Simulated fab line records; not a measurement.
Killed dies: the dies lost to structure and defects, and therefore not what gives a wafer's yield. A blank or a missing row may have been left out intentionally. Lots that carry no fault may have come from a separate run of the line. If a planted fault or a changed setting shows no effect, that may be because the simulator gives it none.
A single fault, viewed from 2 desks ; flow sky130 ; each desk has only its own numbers; what lay behind them comes last

== THE METROLOGY DESK ==
What the gauges read for every lot (on any tool): the sampled wafers with a number, averaged. If a lot's mean is further than 4 standard deviations from the usual mean, the lot is out of limits and carries the mark OUT (the distance appears in the brackets).
Columns: A = SD_N_TW at SKY_SD_N_TW_MEAS_12, usual 4000; B = cd_nm at SKY_LI_CONTACT_CD_MEAS_12, usual 170.3 nm; C = LOCAL_INTERCONNECT_OVL at SKY_LOCAL_INTERCONNECT_OVL_MEAS_12, usual 1 nm
lot;first seen here;A;B;C
L818;day 27 18:07;4052;170.3;-4
L819;day 28 02:29;4014;170.0;1
L820;day 28 11:49;4007;170.9;-3
L821;day 29 03:22;4018;170.5;-6
L822;day 29 16:36;3995;168.1;2
L824;day 30 04:52;3967;170.8;-6
L826;day 30 21:05;3965;170.0;2
L829;day 31 18:52;3988;169.9;0
L830;day 32 14:54;3995;170.5;1
L837;day 34 06:17;3994;171.5;1
L839;day 34 22:07;4036;169.9;-1
L840;day 35 05:25;4020;169.9;-1
L841;day 35 08:06;4001;172.4;-2
This desk found nothing out of limits on any of the 13 lots.

== FOR THE TOOL OWNER'S DESK: wet_bench-04 ==
The tool's own readings at SKY_LOCAL_INTERCONNECT_STRIP_16 (strips in post etch residue remover, time 1200 s): means of the sampled wafers that have a number, for each lot that ran on this tool. If a lot's mean is further than 4 standard deviations from the usual mean, the lot is out of limits and carries the mark OUT (the distance appears in the brackets).
Columns: A = run_length_s at SKY_LOCAL_INTERCONNECT_STRIP_16, usual 1230 s
lot;first seen here;A
L819;day 30 14:47;1235
L820;day 30 22:46;1233
L821;day 31 15:17;1226
L822;day 32 03:10;1234
L824;day 32 14:34;1227
L830;day 34 22:04;1288 (+15) OUT
This desk's finding: out of limits on L830; first on L830, day 34 22:04 (run_length_s at SKY_LOCAL_INTERCONNECT_STRIP_16). In limits: L819, L820, L821, L822, L824.

== PUT TOGETHER ==
The tool owner's desk had the chance to raise an alarm at day 34 22:04 on L830.
Nothing out of limits was seen by the metrology desk.
The metrology desk has L830 on record, within its limits.
SKY_LOCAL_INTERCONNECT_STRIP_16 was run on wet_bench-04 by each of the lots named.

== WHAT THE SIMULATOR HAD PUT IN ==
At SKY_LOCAL_INTERCONNECT_STRIP_16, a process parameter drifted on wet_bench-04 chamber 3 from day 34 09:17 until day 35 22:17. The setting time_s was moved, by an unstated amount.
Shown lots that were struck: L830.
How many hours passed from the start of the fault until each desk's first out-of-limits reading: the tool owner's desk, 13.
